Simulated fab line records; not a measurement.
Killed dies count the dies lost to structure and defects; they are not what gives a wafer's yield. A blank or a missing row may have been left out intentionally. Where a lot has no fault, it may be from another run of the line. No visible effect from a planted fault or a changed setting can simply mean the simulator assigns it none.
fab line records	flow sky130
record lots=13	wafers=39	last-day=50
route steps=708 shown FIELD_ISO@1 SONOS_ONO@177 LOCAL_INTERCONNECT@387 PAD_OPEN@708
lots that met no fault: taken from a fault-free run of the same line
start-h: the number of hours between the record's first day and the start of the first shown wafer of the lot	wait-h: hours since the lot's step before	" same as the row above	L1.1+2: one row covering several wafers at once	- no value, or no start was given	* or withheld: withheld	< > ~ a bound
route shown NAME@n: a module of which the file shows steps, and the number in the route of the first	usual: average and standard deviation across the fault-free wafers	same: alike in all rows	chamber/n: place in a boat	sites: per-site readings	_std_site: standard deviation of those values	_edge_site: the outer-site mean with the inner-site mean subtracted	radius-mm: for every site, how far away it sits from the centre of the wafer	mask NAME#n: copy n	behind: the tool/chamber that last shaped the wafer	hold: the reason the lot was held/the length of the hold in hours/how it ended	device: the transistor (n, p or np) that didn't switch	end of line: at the end of the route, the tests of the same wafers	where a step has no rows: the recipe by itself	killed: dies that structure and defects cost at the first sort, which is not the same as the wafer's yield	map: a wafer's dies, x killed, . not, _ none there
set.NAME: the setting that was run; set.NAME@STEP: the one run at that earlier step	model.NAME: the simulator's own value behind a step, which no gauge read
route steps across a sampled set of lots; one table per step, one row per wafer
services: from which hour (start-h, from the record's first day; less than 0 if before it) a tool's chamber was out of use, for how many hours, and why
## steps
# step SKY_FIELD_ISO_BOW_MEAS_00
# recipe mode=bow
# usual INCOMING_BOW=-1/5.9
lot.wafer	tool	chamber	start-h	wait-h	INCOMING_BOW[um]
L334.2	film-metro-01	-	10.02	-	6
L334.3	"	-	"	"	-4
L334.6	"	-	"	"	7
L335.2	film-metro-03	-	15.02	-	-7
L335.3	"	-	"	"	0
L335.6	"	-	"	"	-1
L337.2	film-metro-01	-	25.02	-	-7
L337.4	"	-	"	"	5
L337.6	"	-	"	"	-4
L344.3	film-metro-01	-	60.04	-	-5
L344.5	"	-	"	"	9
L344.6	"	-	"	"	9
L345.1	film-metro-03	-	65.00	-	3
L345.2	"	-	"	"	-10
L345.4	"	-	"	"	0
L347.1	film-metro-03	-	75.00	-	-5
L347.2	"	-	"	"	-6
L347.3	"	-	"	"	-4
L348.3	film-metro-01	-	80.04	-	14
L348.4	"	-	"	"	2
L348.6	"	-	"	"	1
L349.3	film-metro-04	-	85.04	-	-1
L349.4	"	-	"	"	-7
L349.5	"	-	"	"	0
L352.1	film-metro-01	-	100.00	-	9
L352.3	"	-	"	"	-3
L352.5	"	-	"	"	4
L354.1	film-metro-01	-	110.00	-	8
L354.2	"	-	"	"	-1
L354.3	"	-	"	"	0
L355.3	film-metro-01	-	115.04	-	-13
L355.4	"	-	"	"	-6
L355.5	"	-	"	"	-1
L356.1	film-metro-04	-	120.00	-	3
L356.3	"	-	"	"	-6
L356.6	"	-	"	"	-11
L357.1	film-metro-04	-	125.00	-	6
L357.2	"	-	"	"	6
L357.4	"	-	"	"	-1
# step SKY_FIELD_ISO_THK_MEAS_04
# recipe reads=Si3N4_of_FIELD_ISO_CVD_03
# usual FIELD_ISO_CVD_03_THK=165.4/1.5
lot.wafer	tool	chamber	start-h	wait-h	FIELD_ISO_CVD_03_THK[nm]
L334.2	film-metro-03	-	13.65	0.0	164.1
L334.3	"	-	"	"	163.6
L334.6	"	-	"	"	164.4
L335.2	film-metro-04	-	19.05	0.0	166.2
L335.3	"	-	"	"	164.6
L335.6	"	-	"	"	164.9
L337.2	film-metro-03	-	29.25	0.0	162.7
L337.4	"	-	"	"	164.0
L337.6	"	-	"	"	164.2
L344.3	film-metro-03	-	63.50	0.0	163.7
L344.5	"	-	"	"	164.5
L344.6	"	-	"	"	164.9
L345.1	film-metro-03	-	68.89	0.0	163.2
L345.2	"	-	"	"	163.6
L345.4	"	-	"	"	161.7
L347.1	film-metro-01	-	78.82	0.0	164.4
L347.2	"	-	"	"	164.7
L347.3	"	-	"	"	164.3
L348.3	film-metro-01	-	84.06	0.0	166.2
L348.4	"	-	"	"	165.6
L348.6	"	-	"	"	166.4
L349.3	film-metro-03	-	89.69	0.0	166.9
L349.4	"	-	"	"	164.5
L349.5	"	-	"	"	165.6
L352.1	film-metro-03	-	103.48	0.0	163.8
L352.3	"	-	"	"	166.2
L352.5	"	-	"	"	166.2
L354.1	film-metro-03	-	113.48	0.0	166.7
L354.2	"	-	"	"	165.3
L354.3	"	-	"	"	166.7
L355.3	film-metro-01	-	121.04	0.0	165.0
L355.4	"	-	"	"	164.8
L355.5	"	-	"	"	165.7
L356.1	film-metro-01	-	124.65	0.0	168.5
L356.3	"	-	"	"	166.8
L356.6	"	-	"	"	166.8
L357.1	film-metro-01	-	129.09	0.0	167.4
L357.2	"	-	"	"	168.5
L357.4	"	-	"	"	168.0
# step SKY_SONOS_ONO_SOFTBAKE_09
# recipe temp-c=90	time-s=60	resist=NOVOLAK
# usual heater-power-total-W=56.59/0.043	run-length-s=88.97/0.17
lot.wafer	tool	chamber	start-h	wait-h	heater-power-total-W	run-length-s
L334.2	litho-track-02	0	262.67	0.1	56.57	89.44
L334.3	"	0	"	"	56.58	89.08
L334.6	"	0	"	"	56.53	89.09
L335.2	litho-track-02	0	279.12	0.1	56.54	89.37
L335.3	"	0	"	"	56.61	89.12
L335.6	"	0	"	"	56.56	89.24
L337.2	litho-track-03	0	285.86	0.1	56.61	88.82
L337.4	"	0	"	"	56.55	88.91
L337.6	"	0	"	"	56.59	89.05
L344.3	litho-track-01	0	345.43	0.1	60.69	77.21
L344.5	"	0	"	"	60.63	77.29
L344.6	"	0	"	"	60.55	77.37
L345.1	litho-track-01	0	354.48	0.1	60.62	77.21
L345.2	"	0	"	"	60.63	77.55
L345.4	"	0	"	"	60.71	77.21
L347.1	litho-track-02	0	371.74	0.1	56.54	89.06
L347.2	"	0	"	"	56.58	89.01
L347.3	"	0	"	"	56.63	89.06
L348.3	litho-track-03	0	375.38	0.1	56.55	88.71
L348.4	"	0	"	"	56.57	89.12
L348.6	"	0	"	"	56.62	88.95
L349.3	litho-track-03	0	386.08	0.1	56.58	88.91
L349.4	"	0	"	"	56.55	88.88
L349.5	"	0	"	"	56.58	88.99
L352.1	litho-track-02	0	410.19	0.1	56.58	89.18
L352.3	"	0	"	"	56.66	89.11
L352.5	"	0	"	"	56.53	89.08
L354.1	litho-track-01	0	430.48	0.1	56.62	88.98
L354.2	"	0	"	"	56.50	88.90
L354.3	"	0	"	"	56.53	88.87
L355.3	litho-track-01	0	437.98	0.1	56.47	89.15
L355.4	"	0	"	"	56.61	88.78
L355.5	"	0	"	"	56.61	88.81
L356.1	litho-track-01	0	443.13	0.1	56.51	89.03
L356.3	"	0	"	"	56.64	88.76
L356.6	"	0	"	"	56.50	88.76
L357.1	litho-track-01	0	467.83	0.1	56.59	88.90
L357.2	"	0	"	"	56.57	88.94
L357.4	"	0	"	"	56.60	88.82
# step SKY_LOCAL_INTERCONNECT_SPUTTER_00
# recipe material=TiN	target-thk-nm=100	temp-c=300	power-w=6500	time-s=83.3	chamber-pressure-pa=0.4
# usual throttle-valve-pct=29.9/1
lot.wafer	tool	chamber	start-h	wait-h	throttle-valve-pct
L334.2	pvd-sputter-03	-	675.35	0.1	30.1
L334.3	"	-	"	"	30.7
L334.6	"	-	"	"	30.6
L335.2	pvd-sputter-01	-	688.55	0.2	29.6
L335.3	"	-	"	"	29.2
L335.6	"	-	"	"	28.9
L337.2	pvd-sputter-02	-	696.50	0.2	29.6
L337.4	"	-	"	"	30.7
L337.6	"	-	"	"	30.8
L344.3	pvd-sputter-03	-	757.48	0.2	30.3
L344.5	"	-	"	"	30.2
L344.6	"	-	"	"	30.1
L345.1	pvd-sputter-03	-	766.22	0.1	30.7
L345.2	"	-	"	"	30.6
L345.4	"	-	"	"	30.3
L347.1	pvd-sputter-02	-	783.47	0.1	31.1
L347.2	"	-	"	"	30.8
L347.3	"	-	"	"	29.9
L348.3	pvd-sputter-01	-	787.78	0.1	30.6
L348.4	"	-	"	"	29.2
L348.6	"	-	"	"	29.4
L349.3	pvd-sputter-03	-	796.76	0.1	31.0
L349.4	"	-	"	"	30.8
L349.5	"	-	"	"	30.1
L352.1	pvd-sputter-03	-	818.31	0.2	31.0
L352.3	"	-	"	"	30.7
L352.5	"	-	"	"	30.1
L354.1	pvd-sputter-01	-	834.94	0.1	28.9
L354.2	"	-	"	"	30.8
L354.3	"	-	"	"	29.3
L355.3	pvd-sputter-03	-	842.51	0.2	30.2
L355.4	"	-	"	"	30.7
L355.5	"	-	"	"	30.0
L356.1	pvd-sputter-02	-	847.56	0.2	30.1
L356.3	"	-	"	"	29.5
L356.6	"	-	"	"	31.1
L357.1	pvd-sputter-03	-	870.12	0.1	30.8
L357.2	"	-	"	"	30.8
L357.4	"	-	"	"	30.0
# step SKY_PAD_OPEN_PROBE_99
# usual killed_at_M0_to_M3=45/6.8	killed_at_M4_up=3.0/1.7	killed-at-contacts=25/5.7	killed-at-front-end=15/4.6	killed-at-other=0.3/0.66	killed-dies=88/9.5	killed-open=48/7.3	killed-short=39/6.5
# same gross-dies=492	killed-at-back-side=0
lot.wafer	tool	chamber	start-h	wait-h	killed_at_M0_to_M3	killed_at_M4_up	killed-at-contacts	killed-at-front-end	killed-at-other	killed-dies	killed-open	killed-short
L345.1	prober-01	-	1139.45	0.1	51	4	16	21	0	92	46	46
L345.2	prober-01	-	1139.50	0.1	49	7	25	18	1	100	48	52
L345.4	prober-01	-	1139.60	0.2	47	3	12	18	0	80	48	32
L347.1	prober-01	-	1151.30	0.1	35	2	26	14	0	77	38	39
L347.2	prober-01	-	1151.35	0.1	52	2	15	12	0	81	38	43
L347.3	prober-01	-	1151.40	0.2	48	4	28	17	1	98	54	44
L349.3	prober-01	-	1158.60	0.2	40	8	21	15	0	84	40	44
L349.4	prober-01	-	1158.65	0.2	50	2	16	8	0	76	37	39
L349.5	prober-01	-	1158.70	0.2	46	4	27	13	1	91	45	46
L352.1	prober-02	-	1174.81	0.1	43	2	24	10	0	79	39	38
L352.3	prober-02	-	1174.91	0.2	41	5	32	21	0	99	51	47
L352.5	prober-02	-	1175.01	0.2	50	4	27	16	0	97	49	48
# killed by level:class
L345.1 VIA1:geometric-particle:open=16 VIA1:geometric-particle:short=8 POLY_GATE:geometric-particle:short=7 CONTACT:geometric-particle:open=7 POLY_GATE:geometric-particle:open=6 LI_CONTACT:geometric-particle:open=5 METAL2:geometric-particle:short=5 VIA2:geometric-particle:open=5
L345.2 VIA1:geometric-particle:open=11 CONTACT:geometric-particle:open=9 METAL2:geometric-particle:short=8 VIA1:geometric-particle:short=7 LI_CONTACT:geometric-particle:open=6 METAL4:geometric-particle:short=6 VIA3:geometric-particle:open=6 POLY_GATE:geometric-particle:short=5
L345.4 VIA1:geometric-particle:open=23 CONTACT:geometric-particle:open=7 FIELD_ISO:geometric-particle:short=6 VIA1:geometric-particle:short=6 VIA2:geometric-particle:open=5 POLY_GATE:geometric-particle:open=4 POLY_GATE:geometric-particle:short=4 METAL2:geometric-particle:short=4
L347.1 CONTACT:geometric-particle:open=12 METAL1:geometric-particle:short=6 VIA1:geometric-particle:open=6 VIA1:geometric-particle:short=5 VIA2:geometric-particle:open=5 POLY_GATE:geometric-particle:short=4 LI_CONTACT:geometric-particle:open=4 CONTACT:geometric-particle:short=4
L347.2 VIA1:geometric-particle:open=10 VIA2:geometric-particle:open=9 CONTACT:geometric-particle:open=6 METAL1:geometric-particle:short=6 VIA3:geometric-particle:short=6 FIELD_ISO:geometric-particle:short=5 METAL2:geometric-particle:short=5 VIA3:geometric-particle:open=5
L347.3 VIA1:geometric-particle:open=11 VIA2:geometric-particle:open=10 CONTACT:geometric-particle:open=8 CONTACT:geometric-particle:short=8 POLY_GATE:geometric-particle:open=6 VIA3:geometric-particle:open=6 LI_CONTACT:geometric-particle:short=6 FIELD_ISO:geometric-particle:open=4
L349.3 VIA1:geometric-particle:open=10 VIA2:geometric-particle:open=9 CONTACT:geometric-particle:open=8 METAL4:geometric-particle:short=8 FIELD_ISO:geometric-particle:short=6 LOCAL_INTERCONNECT:geometric-particle:short=5 VIA1:geometric-particle:short=5 METAL2:geometric-particle:short=5
L349.4 VIA2:geometric-particle:open=8 VIA3:geometric-particle:open=7 METAL2:geometric-particle:short=6 METAL3:geometric-particle:short=6 VIA1:geometric-particle:short=6 VIA1:geometric-particle:open=6 FIELD_ISO:geometric-particle:short=5 CONTACT:geometric-particle:open=5
L349.5 CONTACT:geometric-particle:short=11 VIA1:geometric-particle:open=11 CONTACT:geometric-particle:open=9 VIA3:geometric-particle:open=7 METAL2:geometric-particle:short=6 METAL1:geometric-particle:short=5 VIA1:geometric-particle:short=5 FIELD_ISO:geometric-particle:short=4
L352.1 METAL1:geometric-particle:short=8 LI_CONTACT:geometric-particle:open=6 METAL2:geometric-particle:short=6 VIA3:geometric-particle:open=6 CONTACT:geometric-particle:open=5 VIA1:geometric-particle:short=5 CONTACT:geometric-particle:short=5 VIA1:geometric-particle:open=5
L352.3 LI_CONTACT:geometric-particle:open=13 CONTACT:geometric-particle:open=10 POLY_GATE:geometric-particle:open=7 METAL1:geometric-particle:short=7 VIA1:geometric-particle:short=7 FIELD_ISO:geometric-particle:short=6 VIA2:geometric-particle:open=4 LOCAL_INTERCONNECT:geometric-particle:short=4
L352.5 VIA1:geometric-particle:open=15 LI_CONTACT:geometric-particle:open=8 CONTACT:geometric-particle:open=8 METAL1:geometric-particle:short=6 POLY_GATE:geometric-particle:short=5 VIA1:geometric-particle:short=5 METAL2:geometric-particle:short=5 FIELD_ISO:geometric-particle:short=4
## services
tool	chamber	start-h	hours	kind
pvd-sputter-03	-	299.47	3.4	repair
pvd-sputter-02	-	304.06	1.5	repair
pvd-sputter-01	-	330.39	19.8	repair
pvd-sputter-02	-	383.74	9.0	repair
pvd-sputter-02	-	391.69	1.7	repair
pvd-sputter-03	-	438.77	3.3	repair
pvd-sputter-03	-	460.93	4.3	repair
pvd-sputter-03	-	476.91	1.1	repair
pvd-sputter-01	-	563.10	3.6	repair
pvd-sputter-03	-	609.24	64.8	repair
pvd-sputter-03	-	657.15	11.7	repair
pvd-sputter-02	-	663.56	1.7	repair
pvd-sputter-03	-	689.20	3.6	repair
litho-track-03	-	702.43	-	consumable-replace:filter
pvd-sputter-01	-	708.20	3.8	repair
pvd-sputter-01	-	711.04	26.1	repair
pvd-sputter-02	-	715.28	1.4	repair
pvd-sputter-03	-	801.55	6.2	repair
litho-track-03	-	819.56	-	consumable-replace:filter
pvd-sputter-02	-	835.46	11.5	repair
pvd-sputter-01	-	851.15	2.5	repair
litho-track-02	-	856.40	-	consumable-replace:filter
## key
first-sign step=SKY_SONOS_ONO_SOFTBAKE_09	reading=heater-power-total-W	direction=up	sigmas=94	usual=*	struck=*
effect step=SKY_SONOS_ONO_SOFTBAKE_09	reading=run-length-s	direction=down	sigmas=69	usual=*	struck=*
met-at SKY_SONOS_ONO_SOFTBAKE_09
struck-lots L344,L345
tester-left-out L344,L345
not-acting-at SKY_FIELD_ISO_BOW_MEAS_00,SKY_FIELD_ISO_THK_MEAS_04,SKY_LOCAL_INTERCONNECT_SPUTTER_00
fault kind=process-parameter-drift	tool=litho-track-01	chamber=-	onset-h=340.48	steps=SKY_SONOS_ONO_SOFTBAKE_09	channel=time-s	offset=*	shape=step	end-h=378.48	acts-in=*	stated=*
# tester-left-out: of these lots the tester's yield and bins aren't shown, on N5 and GAA mostly nor the transistor test; their killed dies are dies lost to structure and defects alone, not to doping, threshold or leakage, so they don't give the yield
